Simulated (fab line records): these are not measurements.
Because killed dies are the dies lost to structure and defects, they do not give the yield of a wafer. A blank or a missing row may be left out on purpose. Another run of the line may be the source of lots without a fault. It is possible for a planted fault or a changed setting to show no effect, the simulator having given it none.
A lot that was struck, set against a sound lot | flow gf180mcu | 25 steps out of a route of 602
Sound: wafers L386.2, L386.4, L386.5. Struck: wafers L385.1, L385.4, L385.6. The cause is named last.
Each step with rows lists, per side, the tool, then ch with its chambers, then its first start. Under that, the readings that differ: sound wafers | struck wafers | difference of the means | sigmas: that difference in standard deviations of wafers without a fault.
alike: same words and numbers on both sides, and readings whose means sit less than 2 such deviations apart. not compared: any withheld reading, any reading some wafer has no value for, any bound like >300 that may hide the same value, and any number with overlapping values for which the record gives no deviation.
Wherever a step has rows on one side only, a row that says differs or no value, or a row with sigmas, the two part there. Numbers that have no deviation but don't overlap get no sigmas and don't part them. Lack of a reading on every wafer of one side parts them only where that side has two or more wafers.

first, 2 steps without rows for these wafers: GF_V1_STRIP_19 (strips in post etch residue remover, time 1200 s); GF_V1_CLEAN_20 (cleans in DIW).
GF_V1_SPUTTER_21: material Ti, target thk 15 nm, time 80.02 s.
  struck on pvdSputter-04, day 23 09:09; sound on pvdSputter-01, day 23 16:05
reading              | sound          | struck         | difference | sigmas
throttleValvePct (%) | 31.0 31.8 31.8 | 29.3 28.8 29.2 | -2.4       | -2
  alike: cathodeDcPowerW, chamberPressurePa
GF_V1_SPUTTER_22: material TiN, target thk 10 nm, time 40 s.
  struck on pvdSputter-04, day 23 09:13; sound on pvdSputter-01, day 23 16:08
reading              | sound          | struck         | difference | sigmas
throttleValvePct (%) | 31.5 32.0 31.7 | 29.3 28.6 29.1 | -2.7       | -2
  alike: cathodeDcPowerW, chamberPressurePa
then, 1 step without rows for these wafers: GF_V1_CVD_23 (deposits W, target thk 350 nm, time 105.05 s).
GF_V1_RS_MEAS_24: the measuring method here is four-point-probe.
  struck on filmMetro-01, day 23 09:22; sound on filmMetro-03, day 23 16:19
  alike: V1_W_RS
GF_V1_THK_MEAS_25: measures by xrf.
  struck on filmMetro-01, day 23 09:29; sound on filmMetro-03, day 23 16:25
  alike: V1_W_THK
GF_V1_CMP_26: polishes, stops on SiO2, t overpolish 15 s, target thk 0 nm.
  sound on cmp-02 ch 0,2,3, day 23 16:31; struck on cmp-02 ch 0,3, day 23 09:32
  alike: motorCurrentA, overpolishRunS, timeToEndpointS
then, 1 step without rows for these wafers: GF_M2_SPUTTER_00 (material Ti, target thk 37.5 nm, time 150 s).
GF_M2_SPUTTER_01: material TiN, target thk 30 nm, time 23.8 s.
  struck on pvdSputter-01, day 23 09:56; sound on pvdSputter-02, day 23 16:52
  alike: cathodeDcPowerW, chamberPressurePa, throttleValvePct
then, 1 step without rows for these wafers: GF_M2_SPUTTER_02 (material AlCu, target thk 450 nm, time 23.9 s).
GF_M2_SPUTTER_03: material Ti, target thk 10 nm, time 6.7 s.
  struck on pvdSputter-01, day 23 10:00; sound on pvdSputter-02, day 23 16:56
  alike: cathodeDcPowerW, chamberPressurePa, throttleValvePct
GF_M2_SPUTTER_04: material TiN, target thk 50 nm, time 41.7 s.
  struck on pvdSputter-01, day 23 10:01; sound on pvdSputter-02, day 23 16:57
  no value came back on the struck wafers for cathodeDcPowerW (W), chamberPressurePa (Pa), throttleValvePct (%); on the sound wafers cathodeDcPowerW (W) reads 6500.6 6501.3 6500.0
GF_M2_THK_MEAS_06: measures by xrf.
  struck on filmMetro-03, day 23 10:11; sound on filmMetro-02, day 23 17:07
reading          | sound       | struck      | difference | sigmas
M2_ALCU_THK (nm) | 442 444 441 | 482 479 490 | +41        | +9
then, 7 steps without rows for these wafers: GF_M2_DEHYDRATE_07 (time 60 s); GF_M2_HMDS_08 (prime time 60 s); GF_M2_COAT_09 (resist thk 1000 nm); GF_M2_SOFTBAKE_10 (time 60 s); GF_M2_EXPOSE_11 (exposes mask Metal2, target cd 280 nm); GF_M2_PEB_12 (peb time 90 s); GF_M2_DEVELOP_13 (develop time 60 s).
GF_M2_CD_MEAS_14: target cd 280 nm.
  struck on cdSem-01, day 24 08:23; sound on cdSem-02, day 24 15:26
  alike: cdNm
GF_M2_OVL_MEAS_15:
  struck on overlay-01, day 24 08:31; sound on overlay-01, day 24 15:32
reading     | sound   | struck    | difference | sigmas
M2_OVL (nm) | 13 7 13 | -4 -7 -10 | -18        | -3
GF_M2_METAL_ETCH_16: etches the open film in Cl2/BCl3, stops on SiO2, target depth 627.5 nm, time 104.6 s.
  sound on rieMetal-04 ch 0,1, day 24 15:34; struck on rieMetal-04 ch 0,1, day 24 08:33
reading             | sound             | struck            | difference | sigmas
oesProductAu (a.u.) | 0.969 0.977 0.974 | 0.992 0.977 0.991 | +0.013     | +2
  alike: drypumpMotorCurrentA, throttleValvePct
  not compared: rfHoursCounterH
then, 1 step without rows for these wafers: GF_M2_STRIP_17 (strips in O2/N2).

== WHERE THEY PART ==
Last at GF_M2_METAL_ETCH_16 as far as this record goes, first at GF_V1_SPUTTER_21.

WHY: what the simulator had put in
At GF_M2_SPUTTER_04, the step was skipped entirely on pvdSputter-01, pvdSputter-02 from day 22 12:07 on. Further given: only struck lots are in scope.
